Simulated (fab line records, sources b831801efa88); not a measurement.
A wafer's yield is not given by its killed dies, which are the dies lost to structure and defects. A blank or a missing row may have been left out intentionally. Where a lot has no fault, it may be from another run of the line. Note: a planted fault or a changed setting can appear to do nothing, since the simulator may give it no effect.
Comparing a struck lot with a sound one / flow sfq line / 18 steps out of a route of 325
Sound: the wafers L922.2, L922.3, L922.5. Struck: wafers L932.2, L932.5, L932.6. The cause is given at the end.
Each step with rows lists, per side, the tool, then ch with its chambers, then its first start. Under that, the readings that differ: sound wafers / struck wafers / difference of the means / sigmas: that difference in standard deviations of wafers without a fault.
alike: a reading whose means differ by less than 2 such deviations, as well as words and numbers matching on both sides. not compared: withheld readings; readings where some wafer has no value; bounds like >300 that might hide an equal value; numbers whose values overlap and for which the record gives no deviation.
A row with sigmas, a row that says differs or no value, or rows on one side alone: a step with any of these is where the two part. Numbers that don't overlap but have no deviation are shown without sigmas and don't part them. A reading missing from all wafers of one side parts the sides only when that side holds two or more wafers.

SFQ_TRILAYER_A5B_DEP_PECVD_129: deposits SiO2 from SiH4/N2O, time 133.33 s, target thk 600 nm.
  sound on pecvd-04 ch 0,1, day 49 05:28; struck on pecvd-03 ch 0,2, day 60 02:07
  alike: heater power outer w, heater power w, throttle valve pct
SFQ_TRILAYER_A5B_CMP_CMP_130: polishes, stops on Nb, target thk 340.7 nm.
  sound on cmp-01 ch 0,1,3, day 50 01:46; struck on cmp-01 ch 0,1,3, day 60 04:13
  alike: motor current A
following that, these wafers have no rows for 1 step: SFQ_TRILAYER_A5B_METRO_MEASURE_131.
SFQ_TRILAYER_R5_DEP_SPUTTER_132: material Ti, target thk 5 nm, time 5 s.
  sound on pvd sputter-05 at day 50 05:58; struck on pvd sputter-04 at day 60 06:55
  alike: base pressure pa, throttle valve pct
SFQ_TRILAYER_R5_DEP_SPUTTER_133: material MoNx, target thk 40 nm, time 66.7 s.
  sound on pvd sputter-05 at day 50 05:59; struck on pvd sputter-04 at day 60 06:56
  alike: base pressure pa, throttle valve pct
then, 1 step without rows for these wafers: SFQ_TRILAYER_R5_DEP_SPUTTER_134 (material Ti, target thk 5 nm, time 5 s).
SFQ_R5_RS_MEAS_933: uses a four-point probe to measure.
  sound on film metro-04 at day 50 06:05; struck on film metro-04 at day 60 07:02
  alike: R5_MONX_RS
SFQ_R5_THK_MEAS_934: measures by xrf.
  sound on film metro-04 at day 50 06:11; struck on film metro-04 at day 60 07:09
  alike: R5_MONX_THK
then, 4 steps without rows for these wafers: SFQ_TRILAYER_R5_LITHO_COAT_141 (resist thk 62 nm); SFQ_TRILAYER_R5_LITHO_COAT_136 (resist thk 600 nm); SFQ_TRILAYER_R5_LITHO_SOFTBAKE_140; SFQ_TRILAYER_R5_LITHO_EXPOSE_137 (exposes mask R5, target cd 500 nm).
-- the record jumps here: 6 days lie between the struck wafers' starts before and after --
SFQ_TRILAYER_R5_LITHO_PEB_139: peb time 60 s.
  sound on litho track-04 ch 0, day 55 18:09; struck on litho track-04 ch 0, day 65 22:43
then, 1 step without rows for these wafers: SFQ_TRILAYER_R5_LITHO_DEVELOP_138 (time 60 s).
SFQ_R5_OVL_MEAS_935:
  sound on overlay-02 at day 55 18:26; struck on overlay-01 at day 65 23:00
  alike: R5_OVL
SFQ_TRILAYER_R5_BARC_OPEN_METAL_ETCH_177: etches BARC in O2, target depth 125 nm, time 41.7 s.
  sound on rie metal-02 ch 0,1, day 55 18:28; struck on rie metal-02 ch 0,1, day 65 23:02
reading=model.R5.cd nm (nm); sound=499.5 500.2 500.5; struck=494.9 493.1 493.1; difference=-6.4; sigmas=
  alike: drypump motor current A, oes product au
  not compared: rf hours counter h
SFQ_TRILAYER_R5_ETCH_METAL_ETCH_139: etches the open film in Cl2, stops on SiO2, target depth 60 nm, time 40 s.
  sound on rie metal-02 ch 0,1, day 55 18:31; struck on rie metal-02 ch 0,1, day 65 23:05
reading=model.R5.cd nm (nm); sound=499.7 500.4 500.3; struck=494.6 492.8 492.8; difference=-6.7; sigmas=
  alike: drypump motor current A, oes product au
  not compared: rf hours counter h
SFQ_TRILAYER_R5_STRIP_STRIP_140: strips in O2.
  sound on rie metal-02 ch 0,1, day 55 18:35; struck on rie metal-02 ch 0,1, day 65 23:09
  alike: drypump motor current A, oes product au
  not compared: rf hours counter h

== WHERE THEY PART ==
Nowhere in this record.

WHY: what had been put in by the simulator
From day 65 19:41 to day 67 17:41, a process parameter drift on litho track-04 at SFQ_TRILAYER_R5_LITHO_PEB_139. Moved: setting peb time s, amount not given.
